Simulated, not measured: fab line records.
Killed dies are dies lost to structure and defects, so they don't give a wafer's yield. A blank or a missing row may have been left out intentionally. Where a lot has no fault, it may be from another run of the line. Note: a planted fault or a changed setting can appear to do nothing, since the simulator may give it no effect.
Which tool was responsible?	flow sky130	15 lots with 45 wafers sampled at 4 steps, on a route of 708 steps

== WHAT EACH GAUGE READ, for each wafer ==
SKY_DNWELL_TW_MEAS_09.
lot	measured	on	DNWELL_TW
L366	day 3 06:52	film metro-01	1108 1111 1113
L367	day 3 10:17	film metro-02	1109 1108 1110
L368	day 3 15:33	film metro-03	1115 1111 1115
L373	day 5 04:58	film metro-03	1113 1114 1118
L372	day 5 05:10	film metro-02	1110 1114 1116
L376	day 5 12:01	film metro-02	1113 1113 1113
L377	day 5 20:54	film metro-01	1114 1111 1110
L378	day 5 22:34	film metro-01	1116 1124 1122
L379	day 6 01:11	film metro-01	1117 1119 1112
L381	day 7 02:46	film metro-01	1122 1121 1122
L384	day 7 12:32	film metro-03	1117 1109 1111
L382	day 7 12:43	film metro-01	1119 1116 1112
L385	day 8 00:35	film metro-03	1116 1114 1121
L386	day 8 05:43	film metro-02	1107 1110 1108
L388	day 8 08:10	film metro-01	1114 1115 1110

SKY_SD_P_CD_MEAS_07: target cd 380 nm.
lot	measured	on	cd nm (nm)
L366	day 25 05:38	cd sem-01	382.9 385.3 382.2
L367	day 25 13:59	cd sem-01	380.1 374.0 378.1
L368	day 25 23:31	cd sem-02	381.4 382.5 382.6
L373	day 28 13:57	cd sem-02	378.4 378.5 377.8
L372	day 28 13:49	cd sem-02	380.3 381.0 380.6
L376	day 28 23:15	cd sem-01	378.0 378.8 379.8
L377	day 29 19:25	cd sem-01	384.1 381.9 383.7
L378	day 29 16:51	cd sem-02	380.8 380.7 380.1
L379	day 30 00:31	cd sem-02	379.4 377.1 376.0
L381	day 31 19:26	cd sem-02	380.0 378.2 377.3
L384	day 32 05:58	cd sem-02	378.1 379.3 378.5
L382	day 32 06:54	cd sem-01	379.0 376.1 376.9
L385	day 32 19:13	cd sem-01	380.3 380.3 379.6
L386	day 33 01:01	cd sem-02	383.2 380.4 384.2
L388	day 33 09:14	cd sem-01	380.3 381.9 383.4

SKY_SD_N_RS_MEAS_18: uses a four-point probe to measure.
lot	measured	on	RES_XHIGH_RS (ohm/sq)
L366	day 27 17:13	film metro-02	331.7 331.3 330.3
L367	day 28 01:38	film metro-04	331.7 332.5 332.1
L368	day 28 10:20	film metro-02	332.7 332.9 332.8
L373	day 30 22:44	film metro-02	332.6 332.8 332.6
L372	day 30 22:32	film metro-04	332.5 333.5 331.7
L376	day 31 07:02	film metro-04	334.3 334.1 332.9
L377	day 32 04:24	film metro-03	332.7 332.7 333.3
L378	day 32 00:14	film metro-03	334.5 333.8 334.5
L379	day 32 08:18	film metro-04	332.1 333.4 332.1
L381	day 34 01:48	film metro-04	333.9 335.2 334.7
L384	day 34 12:47	film metro-02	334.1 332.9 332.8
L382	day 34 13:47	film metro-04	333.2 332.5 331.6
L385	day 35 00:09	film metro-04	334.4 334.2 334.4
L386	day 35 06:14	film metro-03	333.5 334.7 334.0
L388	day 35 15:08	film metro-04	333.3 333.4 333.0

== EACH LOT AND THE TOOL THAT RAN IT (in order: tool; ch and the chambers of the sampled wafers; start) ==
lot	SKY_VT_ADJUST_HVTP_EXPOSE_04
L366	iline stepper-02 ch 0, day 5 18:58
L367	iline stepper-02 ch 0, day 5 22:10
L368	iline stepper-02 ch 0, day 6 03:51
L373	iline stepper-02, day 7 21:06
L372	iline stepper-01, day 7 21:46
L376	iline stepper-02, day 8 05:44
L377	iline stepper-01 ch 0, day 8 15:55
L378	iline stepper-02 ch 0, day 8 16:27
L379	iline stepper-01 ch 0, day 8 22:07
L381	iline stepper-02 ch 0, day 10 03:40
L384	iline stepper-02 ch 0, day 10 16:07
L382	iline stepper-01 ch 0, day 10 17:08
L385	iline stepper-02 ch 0, day 11 05:49
L386	iline stepper-01 ch 0, day 11 11:46
L388	iline stepper-02 ch 0, day 11 15:49
- SKY_VT_ADJUST_HVTP_EXPOSE_04: exposes mask HVTPM, target cd 380 nm.

== AS READ BY THE TOOLS THEMSELVES (means over the sampled wafers that have a number; for cases with no such wafer, the mark the record gives instead) ==
SKY_VT_ADJUST_HVTP_EXPOSE_04.
lot	tool	exposure dose mJ cm2	focus offset nm (nm)
L366	iline stepper-02	139.91	-0.2
L367	iline stepper-02	139.78	-0.2
L368	iline stepper-02	139.84	-0.3
L373	iline stepper-02	-	-
L372	iline stepper-01	-	-
L376	iline stepper-02	-	-
L377	iline stepper-01	140.15	0.5
L378	iline stepper-02	139.89	-0.8
L379	iline stepper-01	139.99	0.4
L381	iline stepper-02	139.86	-0.2
L384	iline stepper-02	140.03	-0.2
L382	iline stepper-01	139.94	0.2
L385	iline stepper-02	139.93	0.7
L386	iline stepper-01	139.90	0.5
L388	iline stepper-02	139.91	-0.3

== THE ANSWER, worked out from the rows above alone ==
Rule: the lots themselves supply what counts as usual. The widest of any qualifying gaps counts: lots, ordered by their means at a reading, are off when they make up no more than a third of the lots, leave a main group of 4 or more, and stand apart from it by 3 or more times the standard deviation of that group's means. The tables above print the reading to a certain number of digits; a main group whose means all agree to those digits is not used. Also off: a lot with no number at a reading for which 4 or more lots have one. Any other lot the step has rows for is counted as sound. First the gauges in route order, then the tools' own readings, where a lot's mean is used as printed above. At the first step where some lot is off, the reading lying furthest off is the one used; lots without a number count as furthest.
Off, at SKY_VT_ADJUST_HVTP_EXPOSE_04 on exposure dose mJ cm2: L373, L372, L376. Without a number there: L373, L372, L376. For the main group the mean is 139.93 and the standard deviation 0.092.
A tool fits if, at that step or a process step before it, it ran every lot that is off, and no sound lot after the first of them. Of those tried, none fits.

== WHAT HAD BEEN PUT IN BY THE SIMULATOR ==
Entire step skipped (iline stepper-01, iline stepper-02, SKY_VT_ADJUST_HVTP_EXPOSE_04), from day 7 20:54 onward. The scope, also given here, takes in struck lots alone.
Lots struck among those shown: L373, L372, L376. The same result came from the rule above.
